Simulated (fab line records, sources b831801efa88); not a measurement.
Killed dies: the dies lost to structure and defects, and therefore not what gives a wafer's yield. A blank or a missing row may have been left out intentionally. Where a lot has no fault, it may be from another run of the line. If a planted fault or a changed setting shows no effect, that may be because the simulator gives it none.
Code-filled problem report in 8D (eight disciplines) form	flow gf180mcu	the parts of the form that need people (team, actions taken, sign-off) are left out

== 1. PROBLEM STATEMENT ==
Mean of cathode-dc-power-W at GF_M4_SPUTTER_04: 6293.4 W across 6 wafers in 2 lots; on wafers with no fault it is 6500.0 W (standard deviation 1.1). So: -99 or more standard deviations from the usual mean.
The step: material TiN, target thk 50 nm, time 41.7 s.
First seen on wafer L191.2, day 26 07:52, on pvd-sputter-01. Wafers with a number at this step in the record: 39, from 13 lots. Rule for "out" (also "out of limits"): further than 4 standard deviations from the usual mean. The rest of the wafers with a number are treated as sound.

== 2. WHAT IT IS AND WHAT IT IS NOT ==
question	is	is not
which readings at this step	cathode-dc-power-W	throttle-valve-pct
which lots	L191, L192	L181, L182, L186, L193, L195, L196, L197, L199, L201, L202, L204
which wafers of those lots	all that have a number	-
read on which tools	pvd-sputter-01	pvd-sputter-03, pvd-sputter-04
when	from day 26 07:52	up to then (9 sound wafers); but 24 sound wafers of L193, L195, L196, L197, L199, L201, L202, L204 came after

== 3. THE SUSPECTS, EACH WITH WHAT RULES IT OUT ==
Counting: a tool at any process step up to the reading remains a suspect when it ran all the lots that are out and ran no sound lot after the first of those.
- pvd-sputter-01 at GF_M4_SPUTTER_04 (material TiN, target thk 50 nm, time 41.7 s): ruled out as a lasting fault. Following L191 (day 26 07:52), the first lot on it that is out, the sound lots L204 were run on it.
Left after counting: nothing in the record.

== 4. THE CAUSE (what the simulator had put in) ==
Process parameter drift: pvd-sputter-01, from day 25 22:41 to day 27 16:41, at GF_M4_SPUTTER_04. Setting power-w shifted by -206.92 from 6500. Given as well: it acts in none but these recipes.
Counting ruled it out, wrongly.

== 5. THE CHAIN OF EFFECTS, in route order ==
One row per reading whose mean, taken over the struck wafers that have a number, lies over 3 standard deviations from the usual. Readings are gone through only where the record gives a usual standard deviation; hours: the median, over the lots, of the time from a lot's start at the first step in this table giving one to that lot's start at this step; sigmas: the change measured in usual standard deviations.
hours	step	reading	usual	on struck wafers	change	sigmas
0	GF_M4_SPUTTER_04	cathode-dc-power-W	6500.0 W	6293.4	-206.6	-99 or more
Here are the process steps it includes:
- GF_M4_SPUTTER_04: material TiN, target thk 50 nm, time 41.7 s.

== 6. HOW IT WOULD HAVE BEEN CAUGHT EARLIER ==
9 hours passed between the start of the fault at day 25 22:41 and the first reading out of limits in this record, taken at day 26 07:52.
